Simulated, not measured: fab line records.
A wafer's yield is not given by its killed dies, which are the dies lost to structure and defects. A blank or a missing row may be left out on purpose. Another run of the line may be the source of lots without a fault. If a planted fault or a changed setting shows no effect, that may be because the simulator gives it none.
Which tool did it? | flow gf180mcu | 13 lots, 39 wafers sampled, at 2 steps of a route of 602

## WHAT THE GAUGES SHOWED, per wafer
GF_V3_BOW_MEAS_05.
lot  | measured     | on            | V3_BOW (um)
L789 | day 22 15:03 | film-metro-04 | 112 114 120
L790 | day 22 19:39 | film-metro-04 | 108 107 109
L793 | day 23 09:29 | film-metro-01 | 120 117 114
L792 | day 23 12:07 | film-metro-02 | 116 118 107
L795 | day 24 02:32 | film-metro-02 | 126 117 123
L798 | day 24 22:17 | film-metro-02 | 134 126 127
L801 | day 26 04:01 | film-metro-02 | 118 119 118
L803 | day 26 18:49 | film-metro-02 | 123 119 125
L804 | day 27 04:17 | film-metro-02 | 105 115 106
L807 | day 28 02:59 | film-metro-02 | 131 119 134
L808 | day 28 13:13 | film-metro-01 | 118 120 115
L809 | day 28 14:05 | film-metro-02 | 104 113 103
L810 | day 28 20:27 | film-metro-01 | 113 117 114

## WHAT TOOL EACH LOT RAN ON (gives the tool, then ch and the chambers of the sampled wafers, and finally the start)
lot  | GF_VT_IMPLANT_EXPOSE_04
L789 | iline-stepper-01 ch 0, day 6 04:45
L790 | iline-stepper-02 ch 0, day 6 05:56
L793 | iline-stepper-01 ch 0, day 6 19:03
L792 | iline-stepper-01 ch 0, day 6 21:02
L795 | iline-stepper-02 ch 0, day 7 05:14
L798 | iline-stepper-01 ch 0, day 7 23:56
L801 | iline-stepper-02 ch 0, day 8 22:40
L803 | iline-stepper-01 ch 0, day 9 08:22
L804 | iline-stepper-01 ch 0, day 9 12:38
L807 | iline-stepper-02 ch 0, day 10 07:38
L808 | iline-stepper-02 ch 0, day 10 15:00
L809 | iline-stepper-02 ch 0, day 10 19:15
L810 | iline-stepper-02 ch 0, day 11 01:41
- GF_VT_IMPLANT_EXPOSE_04: exposes mask LVPWELL LV AREA, target cd 600 nm.

## WHAT THE TOOLS THEMSELVES READ (means of the sampled wafers that have a number; where no wafer has one, the mark that the record gives instead)
GF_VT_IMPLANT_EXPOSE_04.
lot  | tool             | exposure-dose-mJ-cm2
L789 | iline-stepper-01 | 140.00
L790 | iline-stepper-02 | 139.87
L793 | iline-stepper-01 | 139.91
L792 | iline-stepper-01 | 139.86
L795 | iline-stepper-02 | 140.01
L798 | iline-stepper-01 | 139.95
L801 | iline-stepper-02 | 139.89
L803 | iline-stepper-01 | 137.51
L804 | iline-stepper-01 | 137.42
L807 | iline-stepper-02 | 139.89
L808 | iline-stepper-02 | 139.99
L809 | iline-stepper-02 | 139.89
L810 | iline-stepper-02 | 140.21

## THE ANSWER, worked out from the rows above alone
Rule: the usual values come from the lots themselves. The widest of any qualifying gaps counts: lots, ordered by their means at a reading, are off when they make up no more than a third of the lots, leave a main group of 4 or more, and stand apart from it by 3 or more times the standard deviation of that group's means. A main group is skipped when, at the precision printed for the reading in the tables above, its means are all equal. Also off: a lot with no number at a reading for which 4 or more lots have one. All remaining lots with rows at the step are treated as sound. The gauges are gone through in route order, then the tools' own readings, and for those a lot's mean is taken as printed above. The first step at which some lot is off is used, and at that step the reading that is off furthest; a lot without a number counts as furthest.
Off: L803, L804 (GF_VT_IMPLANT_EXPOSE_04, exposure-dose-mJ-cm2). For the main group the mean is 139.95 and the standard deviation 0.096.
If a tool, at that step or one of the process steps before it, ran each lot that is off and ran no sound lot following the first of them, it fits. One fits: iline-stepper-01 at GF_VT_IMPLANT_EXPOSE_04. A fault onset in the window from L798 (day 7 23:56, its last sound lot) to L803 (day 9 08:22, its first lot off) fits.
The tool's own readings at GF_VT_IMPLANT_EXPOSE_04 bear it out: on the lots that are off they differ by more than 5 times the standard deviation of the sound lots' means. exposure-dose-mJ-cm2 reads 137.46 there against 139.95 on the sound lots.

## WHAT THE SIMULATOR HAD PUT IN
Process parameters drifting: iline-stepper-01 at GF_VT_IMPLANT_EXPOSE_04, beginning at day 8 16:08. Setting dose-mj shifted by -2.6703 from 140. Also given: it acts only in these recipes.
Lots struck among those shown: L803, L804. The same result came from the rule above.
